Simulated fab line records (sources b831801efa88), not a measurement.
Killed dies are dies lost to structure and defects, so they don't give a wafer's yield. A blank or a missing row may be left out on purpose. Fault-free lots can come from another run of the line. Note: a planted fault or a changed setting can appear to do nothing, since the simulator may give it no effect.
fab line records | flow gf180mcu
record: lots: 6 | wafers: 18 | lastDay: 34
route steps=602 shown V2@396
lots that met no fault: from a run of the same line without faults
startH: the number of hours between the record's first day and the start of the first shown wafer of the lot | waitH: time in hours since the lot's previous step | " same as the row above | L1.1+2: one row covering several wafers at once | - value missing, or start not given | * or withheld: withheld | < > ~ a bound
route shown NAME@n: names a module that has steps shown in the file, with the first one's number in the route | usual: mean and standard deviation over wafers with no fault | same: alike in all rows | chamber/n: place in a boat | sites: per-site readings | _std_site: standard deviation of those values | _edge_site: the outer-site mean with the inner-site mean subtracted | radiusMm: for every site, how far away it sits from the centre of the wafer | mask NAME#n: copy n | behind: the tool/chamber that last shaped the wafer | hold: the reason the lot was held/the length of the hold in hours/how it ended | device: transistor that didn't switch, given as n, p or np | end of line: tests run on the same wafers once the route is complete | where a step has no rows: the recipe by itself | killed: not the wafer's yield, but the dies lost to structure and defects at the first sort | map: the dies of a wafer, with x for killed, . for not killed, _ for no die there
set.NAME: the setting the step ran with; set.NAME@STEP: the setting that earlier step ran with | model.NAME: the simulator's own value behind a step, which no gauge read
lots at selected steps of the route; one table per step, one row per wafer
services: from which hour (startH, from the record's first day; less than 0 if before it) a tool's chamber was out of use, for how many hours, and why
== steps ==
step: GF_V2_CD_MEAS_14
recipe: targetCdNm: 260
usual: cdNm: 259.7/1
lot.wafer | tool     | chamber | startH | waitH | cdNm
L994.2    | cdSem-01 | -       | 495.78 | 0.1   | 259.8
L994.4    | "        | -       | "      | "     | 259.3
L994.6    | "        | -       | "      | "     | 258.9
L996.4    | cdSem-01 | -       | 507.29 | 0.1   | 260.6
L996.5    | "        | -       | "      | "     | 260.2
L996.6    | "        | -       | "      | "     | 260.4
L995.1    | cdSem-01 | -       | 510.96 | 0.1   | 260.8
L995.3    | "        | -       | "      | "     | 260.4
L995.4    | "        | -       | "      | "     | 261.3
L107.1    | cdSem-02 | -       | 598.91 | 0.1   | 260.0
L107.5    | "        | -       | "      | "     | 259.5
L107.6    | "        | -       | "      | "     | 258.7
L108.2    | cdSem-01 | -       | 607.75 | 0.1   | 258.8
L108.3    | "        | -       | "      | "     | 257.2
L108.5    | "        | -       | "      | "     | 258.0
L114.2    | cdSem-02 | -       | 648.85 | 0.1   | 258.3
L114.5    | "        | -       | "      | "     | 259.2
L114.6    | "        | -       | "      | "     | 257.9
step: GF_V2_OVL_MEAS_15
usual: V2_OVL: 0/6.1
lot.wafer | tool       | chamber | startH | waitH | V2_OVL[nm]
L994.2    | overlay-01 | -       | 495.88 | 0.1   | -3
L994.4    | "          | -       | "      | "     | -8
L994.6    | "          | -       | "      | "     | -1
L996.4    | overlay-02 | -       | 507.36 | 0.1   | -7
L996.5    | "          | -       | "      | "     | 4
L996.6    | "          | -       | "      | "     | 4
L995.1    | overlay-02 | -       | 511.08 | 0.1   | -8
L995.3    | "          | -       | "      | "     | -2
L995.4    | "          | -       | "      | "     | -12
L107.1    | overlay-01 | -       | 599.03 | 0.1   | -5
L107.5    | "          | -       | "      | "     | 2
L107.6    | "          | -       | "      | "     | 4
L108.2    | overlay-01 | -       | 607.85 | 0.1   | -15
L108.3    | "          | -       | "      | "     | -9
L108.5    | "          | -       | "      | "     | -8
L114.2    | overlay-02 | -       | 648.95 | 0.1   | 0
L114.5    | "          | -       | "      | "     | -1
L114.6    | "          | -       | "      | "     | 7
step: GF_V2_ETCH_16
recipe: chemistry: N2/H2 | targetDepthA: withheld | overetchA: withheld | timeS: withheld | target: BARC | ionEnergyEv: 200 | sourceW: 500 | biasW: 100 | pressureMtorr: 30 | n2FlowSccm: 100 | h2FlowSccm: 200
usual: drypumpMotorCurrentA: 6.0/0.39 | oesProductAu: 0.855/0.0047 | throttleValvePct: 13.224/0.0089
lot.wafer | tool       | chamber | startH | waitH | drypumpMotorCurrentA | oesProductAu | throttleValvePct
L994.2    | rieDiel-03 | 1       | 495.91 | 0.0   | 5.8                  | 0.863        | 13.232
L994.4    | "          | 0       | "      | "     | 6.6                  | 0.858        | 13.222
L994.6    | "          | 1       | "      | "     | 5.8                  | 0.861        | 13.216
L996.4    | rieDiel-04 | 1       | 507.40 | 0.0   | 5.2                  | 0.861        | 13.225
L996.5    | "          | 2       | "      | "     | 6.3                  | 0.856        | 13.233
L996.6    | "          | 3       | "      | "     | 6.3                  | 0.856        | 13.230
L995.1    | rieDiel-04 | 1       | 511.11 | 0.0   | 5.3                  | 0.857        | 13.233
L995.3    | "          | 2       | "      | "     | 6.3                  | 0.859        | 13.217
L995.4    | "          | 1       | "      | "     | 5.3                  | 0.853        | 13.222
L107.1    | rieDiel-01 | 0       | 599.06 | 0.0   | 5.9                  | 0.855        | 13.230
L107.5    | "          | 0       | "      | "     | 5.9                  | 0.850        | 13.211
L107.6    | "          | 1       | "      | "     | 6.1                  | 0.860        | 13.223
L108.2    | rieDiel-01 | 1       | 607.88 | 0.0   | 6.1                  | 0.857        | 13.236
L108.3    | "          | 0       | "      | "     | 5.9                  | 0.850        | 13.217
L108.5    | "          | 2       | "      | "     | 6.5                  | 0.851        | 13.225
L114.2    | rieDiel-03 | 3       | 648.98 | 0.0   | 5.8                  | 0.852        | 13.216
L114.5    | "          | 0       | "      | "     | 6.6                  | 0.852        | 13.235
L114.6    | "          | 1       | "      | "     | 5.8                  | 0.855        | 13.228
step: GF_V2_ETCH_17
recipe: chemistry: C4F8/O2/Ar | maskMaterial: KrF | target: SiO2 | stopOn: TiN | sourceW: 1500 | biasW: 1200 | pressureMtorr: 40 | c4f8FlowSccm: withheld | O2_flow_sccm: 6 | Ar_flow_sccm: 300 | timeS: withheld | targetDepthA: 6300
usual: oesProductAu: 0.856/0.0048
lot.wafer | tool       | chamber | startH | waitH | oesProductAu
L994.2    | rieDiel-03 | 1       | -      | -     | 0.860
L994.4    | "          | 0       | "      | "     | 0.859
L994.6    | "          | 1       | "      | "     | 0.847
L996.4    | rieDiel-04 | 1       | -      | -     | 0.858
L996.5    | "          | 2       | "      | "     | 0.855
L996.6    | "          | 3       | "      | "     | 0.864
L995.1    | rieDiel-04 | 1       | -      | -     | 0.855
L995.3    | "          | 2       | "      | "     | 0.854
L995.4    | "          | 1       | "      | "     | 0.847
L107.1    | rieDiel-01 | 0       | -      | -     | 0.856
L107.5    | "          | 0       | "      | "     | 0.854
L107.6    | "          | 1       | "      | "     | 0.855
L108.2    | rieDiel-01 | 1       | -      | -     | 0.855
L108.3    | "          | 0       | "      | "     | 0.858
L108.5    | "          | 2       | "      | "     | 0.864
L114.2    | rieDiel-03 | 3       | -      | -     | 0.854
L114.5    | "          | 0       | "      | "     | 0.854
L114.6    | "          | 1       | "      | "     | 0.855
step: GF_V2_STRIP_18
recipe: chemistry: O2/N2 | powerW: 1400 | pressureMtorr: 1500 | platenTempC: 250 | o2FlowSccm: 3000 | n2FlowSccm: 300 | overashFraction: 0.5
usual: drypumpMotorCurrentA: 5.6/0.41 | heaterPowerW: 317/35 | oesProductAu: 0.592/0.0047
lot.wafer | tool           | chamber | startH | waitH | drypumpMotorCurrentA | heaterPowerW | oesProductAu | rfHoursCounterH
L994.2    | plasmaAsher-03 | 1       | 496.04 | -     | 5.9                  | 294          | 0.595        | 5
L994.4    | "              | 0       | "      | "     | 5.2                  | 302          | 0.598        | -
L994.6    | "              | 0       | "      | "     | 5.2                  | 292          | 0.590        | -
L996.4    | plasmaAsher-03 | 1       | 507.55 | -     | 5.8                  | 294          | 0.590        | -
L996.5    | "              | 1       | "      | "     | 5.8                  | 287          | 0.590        | -
L996.6    | "              | 0       | "      | "     | 5.2                  | 289          | 0.593        | -
L995.1    | plasmaAsher-02 | 0       | 511.24 | -     | 5.6                  | 349          | 0.592        | 69
L995.3    | "              | 1       | "      | "     | 5.0                  | 298          | 0.591        | -
L995.4    | "              | 0       | "      | "     | 5.6                  | 342          | 0.585        | -
L107.1    | plasmaAsher-03 | 1       | 599.19 | -     | 5.8                  | 297          | 0.591        | 16
L107.5    | "              | 0       | "      | "     | 5.2                  | 295          | 0.588        | -
L107.6    | "              | 1       | "      | "     | 5.8                  | 292          | 0.586        | -
L108.2    | plasmaAsher-03 | 1       | 608.01 | -     | 5.9                  | 291          | 0.592        | 17
L108.3    | "              | 0       | "      | "     | 5.2                  | 298          | 0.601        | -
L108.5    | "              | 1       | "      | "     | 5.8                  | 293          | 0.603        | -
L114.2    | plasmaAsher-01 | 1       | 649.11 | -     | 6.2                  | 291          | 0.595        | 105
L114.5    | "              | 0       | "      | "     | 5.7                  | 378          | 0.591        | -
L114.6    | "              | 1       | "      | "     | 6.2                  | 289          | 0.587        | -
step: GF_V2_STRIP_19
recipe: chemistry: postEtchResidueRemover | timeS: 1200 | tempC: 72.5
step: GF_V2_CLEAN_20
recipe: chemistry: DIW | dry: n2Spin
step: GF_V2_SPUTTER_21
recipe: material: Ti | targetThkNm: 15 | chamberPressurePa: 5 | powerW: 2500 | substrateTempC: 200 | timeS: 80.02
step: GF_V2_SPUTTER_22
recipe: material: TiN | targetThkNm: 10 | chamberPressurePa: 5 | powerW: 4000 | timeS: 40
usual: throttleValvePct: 30.2/1.3
lot.wafer | tool          | chamber | startH | waitH | throttleValvePct
L994.2    | pvdSputter-02 | -       | 496.64 | 0.0   | 31.0
L994.4    | "             | -       | "      | "     | 30.0
L994.6    | "             | -       | "      | "     | 30.2
L996.4    | pvdSputter-04 | -       | 508.11 | 0.0   | 29.5
L996.5    | "             | -       | "      | "     | 31.4
L996.6    | "             | -       | "      | "     | 28.0
L995.1    | pvdSputter-04 | -       | 511.85 | 0.0   | 32.3
L995.3    | "             | -       | "      | "     | 27.9
L995.4    | "             | -       | "      | "     | 29.4
L107.1    | pvdSputter-02 | -       | 599.79 | 0.0   | 29.2
L107.5    | "             | -       | "      | "     | 30.2
L107.6    | "             | -       | "      | "     | 29.3
L108.2    | pvdSputter-01 | -       | 608.61 | 0.0   | 31.5
L108.3    | "             | -       | "      | "     | 30.3
L108.5    | "             | -       | "      | "     | 29.2
L114.2    | pvdSputter-04 | -       | 649.74 | 0.0   | 32.5
L114.5    | "             | -       | "      | "     | 29.6
L114.6    | "             | -       | "      | "     | 31.3
step: GF_V2_CVD_23
recipe: material: W | targetThkNm: 350 | timeS: 104.94 | tempC: 402.8 | pressureTorr: 40
usual: heaterPowerW: 852/31
lot.wafer | tool    | chamber | startH | waitH | heaterPowerW
L994.2    | cvdW-02 | 1       | 496.68 | 0.0   | 869
L994.4    | "       | 0       | "      | "     | 909
L994.6    | "       | 1       | "      | "     | 814
L996.4    | cvdW-02 | 1       | 508.19 | 0.1   | 821
L996.5    | "       | 1       | "      | "     | 853
L996.6    | "       | 0       | "      | "     | 888
L995.1    | cvdW-02 | 0       | 511.88 | 0.0   | 893
L995.3    | "       | 1       | "      | "     | 844
L995.4    | "       | 0       | "      | "     | 882
L107.1    | cvdW-02 | 0       | 599.82 | 0.0   | 904
L107.5    | "       | 1       | "      | "     | 836
L107.6    | "       | 0       | "      | "     | 899
L108.2    | cvdW-01 | 0       | 608.64 | 0.0   | 819
L108.3    | "       | 0       | "      | "     | 829
L108.5    | "       | 0       | "      | "     | 825
L114.2    | cvdW-01 | 0       | 649.81 | 0.1   | 841
L114.5    | "       | 0       | "      | "     | 835
L114.6    | "       | 0       | "      | "     | 815
step: GF_V2_RS_MEAS_24
recipe: thkMeasGauge: four-point-probe | reads: W_of_V2_CVD_23+TiN_of_V2_SPUTTER_22+Ti_of_V2_SPUTTER_21
usual: V2_W_RS: 0.314/0.0036
lot.wafer | tool         | chamber | startH | waitH | V2_W_RS[ohm/sq]
L994.2    | filmMetro-01 | -       | 496.81 | 0.1   | 0.314
L994.4    | "            | -       | "      | "     | 0.316
L994.6    | "            | -       | "      | "     | 0.317
L996.4    | filmMetro-02 | -       | 508.33 | 0.1   | 0.314
L996.5    | "            | -       | "      | "     | 0.311
L996.6    | "            | -       | "      | "     | 0.309
L995.1    | filmMetro-02 | -       | 512.00 | 0.1   | 0.313
L995.3    | "            | -       | "      | "     | 0.313
L995.4    | "            | -       | "      | "     | 0.312
L107.1    | filmMetro-04 | -       | 599.94 | 0.1   | 0.317
L107.5    | "            | -       | "      | "     | 0.325
L107.6    | "            | -       | "      | "     | 0.316
L108.2    | filmMetro-04 | -       | 608.78 | 0.1   | 0.314
L108.3    | "            | -       | "      | "     | 0.313
L108.5    | "            | -       | "      | "     | 0.311
L114.2    | filmMetro-04 | -       | 650.02 | 0.2   | 0.314
L114.5    | "            | -       | "      | "     | 0.317
L114.6    | "            | -       | "      | "     | 0.313
step: GF_V2_THK_MEAS_25
recipe: thkMeasGauge: xrf | reads: W_of_V2_CVD_23
usual: V2_W_THK: 378/6.2
lot.wafer | tool         | chamber | startH | waitH | V2_W_THK[nm]
L994.2    | filmMetro-01 | -       | 496.92 | 0.1   | 387
L994.4    | "            | -       | "      | "     | 384
L994.6    | "            | -       | "      | "     | 384
L996.4    | filmMetro-02 | -       | 508.42 | 0.1   | 378
L996.5    | "            | -       | "      | "     | 381
L996.6    | "            | -       | "      | "     | 386
L995.1    | filmMetro-02 | -       | 512.12 | 0.1   | 380
L995.3    | "            | -       | "      | "     | 380
L995.4    | "            | -       | "      | "     | 379
L107.1    | filmMetro-04 | -       | 600.06 | 0.1   | 376
L107.5    | "            | -       | "      | "     | 365
L107.6    | "            | -       | "      | "     | 378
L108.2    | filmMetro-04 | -       | 608.89 | 0.1   | 380
L108.3    | "            | -       | "      | "     | 381
L108.5    | "            | -       | "      | "     | 383
L114.2    | filmMetro-04 | -       | 650.13 | 0.1   | 371
L114.5    | "            | -       | "      | "     | 370
L114.6    | "            | -       | "      | "     | 374
step: GF_V2_CMP_26
recipe: stopOn: SiO2 | downForcePsi: 3.5 | platenRpm: 60 | tOverpolishS: 15 | targetThkNm: 0 | padVelocityMS: 0.94248
usual: edgeZonePressureFrac: 1.001/0.0056 | headPressurePsi: 3.500/0.0079 | motorCurrentA: 11.4/1.1 | overpolishRunS: 15.000/0.0087 | timeToEndpointS: 89/5.8
lot.wafer | tool   | chamber | startH | waitH | edgeZonePressureFrac | headPressurePsi | motorCurrentA | overpolishRunS | timeToEndpointS | model.W_of_V2_CVD_23.thkNm | model.SiO2_of_V2_CVD_02.thkNm
L994.2    | cmp-02 | 3       | 497.02 | 0.1   | 1.000                | 3.493           | 11.1          | 15.001         | 91              | 0                          | 629
L994.4    | "      | 1       | "      | "     | 0.995                | 3.494           | 12.6          | 14.998         | 100             | 0                          | 628.2
L994.6    | "      | 3       | "      | "     | 1.008                | 3.505           | 10.4          | 15.013         | 89              | 0                          | 626.9
L996.4    | cmp-02 | 2       | 508.55 | 0.1   | -                    | -               | -             | -              | -               | 363.6                      | 633.7
L996.6    | "      | 0       | "      | "     | -                    | -               | -             | -              | -               | 370.3                      | 630.6
L996.5    | "      | 1       | "      | "     | -                    | -               | -             | -              | -               | 366.7                      | 632
L995.3    | cmp-02 | 0       | 512.34 | 0.2   | -                    | -               | -             | -              | -               | 365.1                      | 630.8
L995.1    | "      | 1       | "      | "     | -                    | -               | -             | -              | -               | 365.9                      | 633.3
L995.4    | "      | 2       | "      | "     | -                    | -               | -             | -              | -               | 366                        | 634.9
L107.1    | cmp-01 | 1       | 600.12 | 0.1   | 1.002                | 3.504           | 11.1          | 15.017         | 87              | 0                          | 627.3
L107.6    | "      | 1       | "      | "     | 0.993                | 3.497           | 10.7          | 14.989         | 88              | 0                          | 630.6
L107.5    | "      | 2       | "      | "     | 0.996                | 3.495           | 12.7          | 14.991         | 82              | 0                          | 630
L108.3    | cmp-02 | 3       | 608.99 | 0.1   | 1.009                | 3.507           | 11.0          | 15.010         | 89              | 0                          | 631.9
L108.2    | "      | 1       | "      | "     | 0.990                | 3.504           | 12.5          | 14.986         | 93              | 0                          | 630.5
L108.5    | "      | 2       | "      | "     | 1.004                | 3.517           | 10.0          | 15.008         | 84              | 0                          | 630.3
L114.2    | cmp-02 | 0       | 650.18 | 0.0   | 0.996                | 3.509           | 12.0          | 14.994         | 92              | 0                          | 627.7
L114.5    | "      | 0       | "      | "     | 0.996                | 3.507           | 11.8          | 14.986         | 90              | 0                          | 628.2
L114.6    | "      | 1       | "      | "     | 0.996                | 3.484           | 12.2          | 15.003         | 94              | 0                          | 629.1
== services ==
tool           | chamber | startH | hours | kind
rieDiel-03     | 2       | 492.43 | 4.1   | repair
cvdW-02        | 1       | 500.32 | 5.0   | repair
cmp-02         | -       | 510.46 | 0.3   | repair
rieDiel-04     | 1       | 522.36 | 5.2   | repair
pvdSputter-01  | -       | 528.56 | 4.4   | repair
rieDiel-01     | -       | 536.48 | 2.8   | pm
cmp-02         | -       | 541.29 | 0.3   | repair
plasmaAsher-03 | -       | 544.51 | 5.7   | repair
plasmaAsher-02 | -       | 557.60 | 2.5   | repair
pvdSputter-04  | -       | 559.59 | 5.6   | repair
cmp-02         | -       | 572.25 | 4.0   | pm
rieDiel-03     | 3       | 575.53 | 1.7   | repair
pvdSputter-01  | -       | 587.82 | 0.8   | repair
rieDiel-04     | 1       | 596.08 | 4.1   | repair
rieDiel-04     | -       | 597.62 | 14.6  | pm
cvdW-02        | -       | 617.30 | 28.1  | pm
rieDiel-04     | 3       | 628.05 | 5.5   | repair
cvdW-01        | -       | 635.87 | 1.1   | repair
rieDiel-03     | 0       | 637.44 | 3.4   | repair
cmp-02         | -       | 638.93 | 1.1   | repair
rieDiel-03     | 1       | 641.09 | 4.4   | repair
rieDiel-04     | 3       | 644.78 | 4.0   | repair
cvdW-01        | 1       | 647.15 | 7.2   | repair
cvdW-02        | -       | 649.68 | 14.6  | pm
== key ==
firstSign: step: GF_V2_CMP_26 | reading: toolRecord | direction: missing
effect none on later readings
modelEffect: step: GF_V2_CMP_26 | value: W_of_V2_CVD_23.thkNm | without: 0 | struck: 366.3
metAt GF_V2_CMP_26
struckWafers L995.1,L995.3,L995.4,L996.4,L996.5,L996.6
laterRowsLeftOut L995.1,L995.3,L995.4,L996.4,L996.5,L996.6
sortLeftOut L995.1,L995.3,L995.4,L996.4,L996.5,L996.6
onsetBetween 497.02 508.55
fault: kind: skippedStepWhole | tool: cmp-02 | chamber: - | onsetH: 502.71 | steps: GF_V2_CMP_26 | scope: struckLotsOnly
sortLeftOut: the simulated sort isn't trusted on such a fault, so these wafers' sort isn't shown, and their yield isn't known
laterRowsLeftOut: the simulator's readings of these wafers behind a module that went badly wrong aren't trusted and aren't shown, but for the sort
